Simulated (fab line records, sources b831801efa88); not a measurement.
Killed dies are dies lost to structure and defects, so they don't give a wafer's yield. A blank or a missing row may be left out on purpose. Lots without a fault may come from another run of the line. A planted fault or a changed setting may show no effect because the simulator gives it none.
Chamber matching | flow sky130 | SKY_FIELD_ISO_ETCH_17 on rie_si-02: 4 sister chambers
The step etches Si in HBr/Cl2/O2, target depth 342 nm, time 97.7 s. 4 wafers are shown with their chamber, then 12 later ones without.

WAFERS WITH THEIR CHAMBER
wafer  | chamber | he_backside_leak_sccm (sccm)
L087.6 | 0       | 2.70
L090.6 | 1       | 2.86
L091.4 | 3       | 2.42
L091.5 | 2       | 2.55

WAFERS WITHOUT THEIR CHAMBER
wafer  | he_backside_leak_sccm (sccm)
L093.3 | 2.71
L093.5 | 2.57
L093.6 | 2.66
L094.3 | 2.53
L094.4 | 2.92
L094.5 | 2.61
L095.2 | 2.97
L095.3 | 2.52
L095.4 | 2.47
L096.1 | 3.06
L096.3 | 2.44
L096.6 | 2.73

WHICH CHAMBER EACH WENT THROUGH
wafer  | from the rows above          | in truth
L093.3 | can't be placed: 0 or 1      | 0
L093.5 | can't be placed: 2 or 0 or 3 | 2
L093.6 | can't be placed: 0 or 2      | 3
L094.3 | can't be placed: 2 or 3      | 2
L094.4 | 1                            | 1
L094.5 | can't be placed: 2 or 0 or 3 | 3
L095.2 | 1                            | 1
L095.3 | can't be placed: 2 or 3      | 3
L095.4 | can't be placed: 3 or 2      | 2
L096.1 | 1                            | 1
L096.3 | can't be placed: 3 or 2      | 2
L096.6 | can't be placed: 0 or 1      | 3
Placed correctly: 3 of 12. Can't be placed from these rows: 9 (the true chamber is among the candidates in 7). Placed wrongly: 0.
How it was worked out, from the rows above alone: a wafer's distance from a chamber is the root of the sum, over the readings, of the square of ((its reading less the chamber's mean) divided by the reading's scatter). The wafer belongs to the nearest chamber; if the next one is less than 2 further off, it can't be placed. A chamber's mean is the mean of its shown wafers. The scatter: with one shown wafer a chamber, the root of the mean of the squares of how far each hidden wafer lies from its nearest shown one.
